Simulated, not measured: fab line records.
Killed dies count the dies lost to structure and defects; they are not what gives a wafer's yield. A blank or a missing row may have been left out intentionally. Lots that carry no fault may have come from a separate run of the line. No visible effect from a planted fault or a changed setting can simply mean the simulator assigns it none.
Lot-split experiment || flow gf180mcu || 23 wafers read from 5 lots, route of 602 steps

== ABOUT THE SPLIT ==
At GF_M1_COAT_09 (resist thk 1000 nm), the setting resist thk nm was moved away from the recipe's 1000 nm on 9 of the 23 wafers read, by -4.6% to +4.9%. The other wafers ran this setting at the recipe's value.

== FROM THE SPLIT TO THE READING: what the file shows between them, 4 steps ==
- GF_M1_SOFTBAKE_10: time 60 s (also split here: temp c)
- GF_M1_EXPOSE_11: exposes mask Metal1, target cd 230 nm
- GF_M1_PEB_12: peb time 90 s
- GF_M1_METAL_ETCH_16: etches the open film in Cl2/BCl3, stops on SiO2, target depth 627.5 nm, time 104.6 s

== THE READING ==
oes product au, in a.u., at GF_M1_STRIP_17 (strips in O2/N2). On this fab line, fault-free wafers typically give 0.558 a.u. with a standard deviation of 0.0046 a.u.

{"wafer": "L074.1", "tool, chamber at the split": "litho track-01, 0", "resist thk nm as run, nm": 1000, "against the recipe": "recipe", "oes product au, a.u.": 0.553, "against lot-mates on the recipe": "-"}
{"wafer": "L074.2", "tool, chamber at the split": "litho track-01, 0", "resist thk nm as run, nm": 1000, "against the recipe": "recipe", "oes product au, a.u.": 0.551, "against lot-mates on the recipe": "-"}
{"wafer": "L074.3", "tool, chamber at the split": "litho track-01, 0", "resist thk nm as run, nm": 1049, "against the recipe": "+4.9%", "oes product au, a.u.": 0.578, "against lot-mates on the recipe": "+0.026"}
{"wafer": "L074.4", "tool, chamber at the split": "litho track-01, 0", "resist thk nm as run, nm": 1049, "against the recipe": "+4.9%", "oes product au, a.u.": 0.579, "against lot-mates on the recipe": "+0.027"}
{"wafer": "L074.5", "tool, chamber at the split": "litho track-01, 0", "resist thk nm as run, nm": 1000, "against the recipe": "recipe", "oes product au, a.u.": 0.552, "against lot-mates on the recipe": "-"}
{"wafer": "L076.2", "tool, chamber at the split": "litho track-01, 0", "resist thk nm as run, nm": 1000, "against the recipe": "recipe", "oes product au, a.u.": 0.563, "against lot-mates on the recipe": "-"}
{"wafer": "L076.3", "tool, chamber at the split": "litho track-01, 0", "resist thk nm as run, nm": 1000, "against the recipe": "recipe", "oes product au, a.u.": 0.556, "against lot-mates on the recipe": "-"}
{"wafer": "L076.6", "tool, chamber at the split": "litho track-01, 0", "resist thk nm as run, nm": 1000, "against the recipe": "recipe", "oes product au, a.u.": 0.569, "against lot-mates on the recipe": "-"}
{"wafer": "L077.1", "tool, chamber at the split": "litho track-02, 0", "resist thk nm as run, nm": 953.8, "against the recipe": "-4.6%", "oes product au, a.u.": 0.532, "against lot-mates on the recipe": -0.029}
{"wafer": "L077.3", "tool, chamber at the split": "litho track-02, 0", "resist thk nm as run, nm": 1000, "against the recipe": "recipe", "oes product au, a.u.": 0.564, "against lot-mates on the recipe": "-"}
{"wafer": "L077.4", "tool, chamber at the split": "litho track-02, 0", "resist thk nm as run, nm": 953.8, "against the recipe": "-4.6%", "oes product au, a.u.": 0.534, "against lot-mates on the recipe": -0.027}
{"wafer": "L077.5", "tool, chamber at the split": "litho track-02, 0", "resist thk nm as run, nm": 1000, "against the recipe": "recipe", "oes product au, a.u.": 0.561, "against lot-mates on the recipe": "-"}
{"wafer": "L077.6", "tool, chamber at the split": "litho track-02, 0", "resist thk nm as run, nm": 1000, "against the recipe": "recipe", "oes product au, a.u.": 0.558, "against lot-mates on the recipe": "-"}
{"wafer": "L082.2", "tool, chamber at the split": "litho track-01, 0", "resist thk nm as run, nm": 1029, "against the recipe": "+2.9%", "oes product au, a.u.": 0.575, "against lot-mates on the recipe": "+0.012"}
{"wafer": "L082.3", "tool, chamber at the split": "litho track-01, 0", "resist thk nm as run, nm": 1000, "against the recipe": "recipe", "oes product au, a.u.": 0.562, "against lot-mates on the recipe": "-"}
{"wafer": "L082.4", "tool, chamber at the split": "litho track-01, 0", "resist thk nm as run, nm": 1029, "against the recipe": "+2.9%", "oes product au, a.u.": 0.577, "against lot-mates on the recipe": "+0.014"}
{"wafer": "L082.5", "tool, chamber at the split": "litho track-01, 0", "resist thk nm as run, nm": 1000, "against the recipe": "recipe", "oes product au, a.u.": 0.563, "against lot-mates on the recipe": "-"}
{"wafer": "L082.6", "tool, chamber at the split": "litho track-01, 0", "resist thk nm as run, nm": 1029, "against the recipe": "+2.9%", "oes product au, a.u.": 0.567, "against lot-mates on the recipe": "+0.004"}
{"wafer": "L084.1", "tool, chamber at the split": "litho track-02, 0", "resist thk nm as run, nm": 1000, "against the recipe": "recipe", "oes product au, a.u.": 0.561, "against lot-mates on the recipe": "-"}
{"wafer": "L084.2", "tool, chamber at the split": "litho track-02, 0", "resist thk nm as run, nm": 973.2, "against the recipe": "-2.7%", "oes product au, a.u.": 0.547, "against lot-mates on the recipe": -0.013}
{"wafer": "L084.3", "tool, chamber at the split": "litho track-02, 0", "resist thk nm as run, nm": 1000, "against the recipe": "recipe", "oes product au, a.u.": 0.559, "against lot-mates on the recipe": "-"}
{"wafer": "L084.4", "tool, chamber at the split": "litho track-02, 0", "resist thk nm as run, nm": 973.2, "against the recipe": "-2.7%", "oes product au, a.u.": 0.542, "against lot-mates on the recipe": -0.018}
{"wafer": "L084.5", "tool, chamber at the split": "litho track-02, 0", "resist thk nm as run, nm": 1000, "against the recipe": "recipe", "oes product au, a.u.": 0.561, "against lot-mates on the recipe": "-"}

THE FIT
A straight line over all 23 wafers: oes product au changes by +0.00486 a.u. for each +1% of resist thk nm; r = +0.93; the points scatter about the line by 0.0047 a.u.
The same after taking each lot's own level away (the mean of its wafers on the recipe; 23 wafers): +0.00536 a.u. for each +1%; r = +0.97; scatter 0.0035 a.u.
Per that fit: largest resist thk nm move, reading shift of 0.026 a.u.
The lots' own levels span 0.5520 to 0.5627 a.u., that is 2.3 times the standard deviation above.
The two slopes agree, so the slope changes little with the lot-to-lot level.
Check: with one of the wafers moved furthest among these (+4.9%) left out of the fit, the line predicts +0.025 a.u. for it against its lot-mates. It came out at +0.026 a.u. against them.

== THESE WAFERS: OTHER SPLITS ==
Other splits were also applied to these wafers ahead of the reading. Each is held against what the fit with the lots' levels taken away leaves over:
{"other split on the same wafers": "GF_CONTACT_CVD_24 temp c", "wafers away from the commonest value": 10, "r with oes product au (lot level and that fit taken away)": -0.01}
{"other split on the same wafers": "GF_M1_SOFTBAKE_10 temp c", "wafers away from the commonest value": 5, "r with oes product au (lot level and that fit taken away)": -0.11}

== THE WHOLE CHAIN: every reading that the file lists as answering this split, in the file's order ==
{"step": "GF_M1_COAT_09", "what it does": "resist thk 1000 nm", "reading": "KrF_of_M1_COAT_09.thk nm (the simulator's own value, which no gauge read)", "change (the file's fit)": "+9.69 nm for each +1% of the setting", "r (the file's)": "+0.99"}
{"step": "GF_M1_STRIP_17", "what it does": "strips in O2/N2", "reading": "oes product au", "change (the file's fit)": "+0.00548 a.u. for each +1% of the setting", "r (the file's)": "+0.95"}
{"step": "GF_M1_STRIP_17", "what it does": "strips in O2/N2", "reading": "strip time to endpoint s", "change (the file's fit)": "withheld for each +1% of the setting", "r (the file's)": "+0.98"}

== THE FILE'S OWN FIT ==
oes product au changes by +0.00548 a.u. for each +1% of resist thk nm, r = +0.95.
